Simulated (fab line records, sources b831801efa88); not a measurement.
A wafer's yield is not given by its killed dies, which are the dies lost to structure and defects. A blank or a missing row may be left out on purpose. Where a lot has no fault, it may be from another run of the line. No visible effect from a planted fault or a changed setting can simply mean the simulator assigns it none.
Comparing a struck lot with a sound one    flow sky130    36 out of 708 route steps
Sound: these wafers, L625.2, L625.3, L625.5. Wafers struck: L638.2, L638.4, L638.5. The cause comes at the end.
At each step with rows: each side's tool, then ch and its chambers, then its first start. Under that, the readings that differ: sound wafers    struck wafers    difference of the means    sigmas: that difference in standard deviations of wafers without a fault.
alike: readings with means less than 2 such deviations apart, plus words and numbers identical on both sides. not compared: withheld readings, readings lacking a value on some wafer, bounds such as >300 that could conceal the same value, and numbers that have no deviation in the record and whose values overlap.
Wherever a step has rows on one side only, a row that says differs or no value, or a row with sigmas, the two part there. Non-overlapping numbers with no deviation appear without sigmas and do not part them. Lack of a reading on every wafer of one side parts them only where that side has two or more wafers.

first, 10 steps without rows for these wafers: SKY_DNWELL_DEVELOP_06 (develop time 60 s); SKY_DNWELL_IMPLANT_07; SKY_DNWELL_STRIP_08 (strips in O2/N2); SKY_PWDE_DEHYDRATE_00 (time 60 s); SKY_PWDE_HMDS_01 (prime time 60 s); SKY_PWDE_COAT_02 (resist thk 3000 nm); SKY_PWDE_SOFTBAKE_03; SKY_PWDE_EXPOSE_04 (exposes mask PWDEM, target cd 840 nm); SKY_PWDE_PEB_05; SKY_PWDE_DEVELOP_06 (develop time 60 s).
SKY_PWDE_IMPLANT_08:
  sound on implanter-03 ch 0, day 4 08:59; struck on implanter-03 ch 0, day 7 21:16
reading                    sound                 struck                difference  sigmas
beam-energy-keV            150.03 150.04 149.98  182.43 182.46 182.48  +32.44      +99 or more
model.implant.rp-nm (nm)   437 437 437           524.7 524.7 524.7     +87.7       
model.implant.drp-nm (nm)  97.97 97.97 97.97     105 105 105           +7          
  alike: beam-on-s
then, 23 steps without rows for these wafers: SKY_PWDE_STRIP_09 (strips in O2/N2); SKY_NWELL_DEHYDRATE_03 (time 60 s); SKY_NWELL_HMDS_04 (prime time 60 s); SKY_NWELL_COAT_05 (resist thk 3000 nm); SKY_NWELL_SOFTBAKE_06; SKY_NWELL_EXPOSE_07 (exposes mask NWM, target cd 840 nm); SKY_NWELL_PEB_08; SKY_NWELL_DEVELOP_09 (develop time 60 s); SKY_NWELL_IMPLANT_11; SKY_NWELL_IMPLANT_12; SKY_NWELL_IMPLANT_13; SKY_NWELL_STRIP_14 (strips in O2/N2); SKY_NWELL_DEHYDRATE_16 (time 60 s); SKY_NWELL_HMDS_17 (prime time 60 s); SKY_NWELL_COAT_18 (resist thk 3000 nm); SKY_NWELL_SOFTBAKE_19; SKY_NWELL_EXPOSE_20 (exposes mask NWM COMPLEMENT, target cd 840 nm); SKY_NWELL_PEB_21; SKY_NWELL_DEVELOP_22 (develop time 60 s); SKY_NWELL_IMPLANT_24; SKY_NWELL_STRIP_25 (strips in O2/N2); SKY_NWELL_CLEAN_27 (cleans in SC1/SC2, time 150 s); SKY_NWELL_RTA_28 (time 30 s).
SKY_NWELL_RS_MEAS_31: measurement is done with a four-point probe.
  sound on film-metro-04, day 5 22:02; struck on film-metro-04, day 9 16:43
reading           sound           struck          difference  sigmas
PWDE_RS (ohm/sq)  5274 5294 5282  5225 5230 5218  -59         -4
-- the record jumps here: 40 days lie between the struck wafers' starts before and after (it left off in module NWELL and takes up again in module PAD_OPEN, whose first step shown is number 708 of the route) --
SKY_PAD_OPEN_PROBE_99:
  sound on prober-02, day 46 12:04; struck on prober-01, day 49 15:49
reading                                  sound                         struck          difference  sigmas
model.etest.res_p_drift_20v.line-ohm-um  1.152e+04 1.11e+04 1.108e+04  8471 8596 8456  -2726       
model.etest.res_p_drift_20v.rs-ohm-sq    9549 9207 9140                7061 7209 7112  -2171       
  alike: killed_at_M0_to_M3, killed_at_M4_up, killed-at-contacts, killed-at-front-end, killed-at-other, killed-dies, killed-open, killed-short
  not compared: model.etest.res-pwde-under-gate.rs-ohm-sq

## WHERE THEY PART
Last at SKY_NWELL_RS_MEAS_31 as far as this record goes, first at SKY_PWDE_IMPLANT_08. Later steps at which nothing parts them and some readings are alike: SKY_PAD_OPEN_PROBE_99.

WHY: whatever the simulator had introduced
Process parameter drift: implanter-03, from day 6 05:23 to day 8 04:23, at SKY_PWDE_IMPLANT_08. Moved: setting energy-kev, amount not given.
